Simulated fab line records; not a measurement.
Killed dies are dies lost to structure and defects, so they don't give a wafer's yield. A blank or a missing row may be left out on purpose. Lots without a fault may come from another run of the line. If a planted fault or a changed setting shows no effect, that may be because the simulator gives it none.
The same fault as seen by 2 desks | flow sky130 | numbers are kept per desk, each desk with only its own; the story behind them comes last

## METROLOGY DESK
What the gauges read, lot by lot, whatever tool the lot ran on: means of the sampled wafers that have a number. The brackets show how far a lot's mean lies from the usual mean; more than 4 standard deviations puts the lot out of limits, marked OUT.
Columns: A = VIA1_W_THK at SKY_VIA1_THK_MEAS_23, usual 281 nm
lot  | first seen here | A
L527 | day 35 13:52    | 278
L530 | day 36 07:13    | 283
L533 | day 37 05:20    | 280
L539 | day 39 03:53    | 280
L541 | day 39 15:02    | 284
L542 | day 39 22:12    | 284
L543 | day 40 00:59    | 278
L544 | day 40 06:58    | 283
L545 | day 40 20:11    | 278
L548 | day 41 10:01    | 283
This desk found nothing out of limits on any of the 10 lots.

## THE TOOL OWNER'S DESK: rie_metal-02
The tool's own readings at SKY_METAL5_METAL_ETCH_15 (etches the open film in Cl2/BCl3, stops on SiO2, target depth 1260 nm, time 252 s): means of the sampled wafers that have a number, for each lot that ran on this tool. The brackets show how far a lot's mean lies from the usual mean; more than 4 standard deviations puts the lot out of limits, marked OUT.
Columns: A = bcl3_flow_sccm at SKY_METAL5_METAL_ETCH_15, usual 30.01 sccm; B = drypump_motor_current_A at SKY_METAL5_METAL_ETCH_15, usual 5.94 A; C = oes_product_au at SKY_METAL5_METAL_ETCH_15, usual 0.894 a.u.; D = throttle_valve_pct at SKY_METAL5_METAL_ETCH_15, usual 22.264 %
lot  | first seen here | A     | B    | C                | D
L533 | day 46 17:41    | 29.96 | 6.02 | 0.887            | 22.265
L541 | day 48 17:24    | 30.00 | 5.97 | 0.891            | 22.268
L543 | day 48 23:09    | 30.13 | 6.00 | 0.860 (-6.9) OUT | 22.271
L545 | day 49 14:47    | 29.92 | 6.08 | 0.857 (-7.6) OUT | 22.259
This desk finds L543, L545 out of limits, L543 being first, at day 48 23:09 (oes_product_au at SKY_METAL5_METAL_ETCH_15). L533, L541: within limits.

## TAKEN TOGETHER
At day 48 23:09, on L543, L545, the tool owner's desk was in a position to raise an alarm.
Nothing out of limits was seen by the metrology desk.
The metrology desk has L543, L545 on record, within its limits.
SKY_METAL5_METAL_ETCH_15 was run on rie_metal-02 by each of the lots named.

## WHAT THE SIMULATOR HAD PUT IN
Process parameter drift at SKY_METAL5_METAL_ETCH_15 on rie_metal-02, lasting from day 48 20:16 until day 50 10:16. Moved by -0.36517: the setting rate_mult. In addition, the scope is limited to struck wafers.
Shown lots that were struck: L543, L545.
How many hours passed from the start of the fault until each desk's first out-of-limits reading: the tool owner's desk, 3.
